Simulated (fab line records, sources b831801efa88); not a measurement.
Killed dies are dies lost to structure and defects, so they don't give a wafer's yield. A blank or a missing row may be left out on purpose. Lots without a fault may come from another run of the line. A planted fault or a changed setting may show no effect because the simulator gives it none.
Which tool did it? | flow gf180mcu | 6 lots, 18 wafers sampled, at 1 step of a route of 602

WHAT THE GAUGES READ, wafer by wafer
GF_M3_OVL_MEAS_15.
lot  | measured     | on         | M3_OVL (nm)
L228 | day 22 04:32 | overlay-01 | 4 4 6
L233 | day 23 21:31 | overlay-01 | -2 -4 -5
L237 | day 24 12:20 | overlay-02 | -13 -9 -13
L239 | day 25 17:46 | overlay-01 | 0 5 1
L241 | day 26 05:43 | overlay-02 | 1 -1 5
L247 | day 27 22:25 | overlay-02 | -7 -4 -4

WHICH TOOL RAN EACH LOT (tool, then ch and the chambers of the sampled wafers, then the start)
The record holds no process step before these readings.

THE ANSWER, worked out from the rows above alone
Rule: what is usual is taken from the lots themselves. Put in order of their means at a reading, lots are off if they are a third of the lots or fewer, leave a main group of 4 or more, and stand apart from it by a gap of 3 or more times the standard deviation of the main group's means; of several such gaps the widest counts. A main group whose means are all the same, to the digits that the tables above print for the reading, isn't used. A lot without any number at a reading at which 4 lots or more have one is off too. The other lots that the step has rows for count as sound.
No lot is off at any reading shown: from this, nothing can be told.

WHAT THE SIMULATOR HAD PUT IN
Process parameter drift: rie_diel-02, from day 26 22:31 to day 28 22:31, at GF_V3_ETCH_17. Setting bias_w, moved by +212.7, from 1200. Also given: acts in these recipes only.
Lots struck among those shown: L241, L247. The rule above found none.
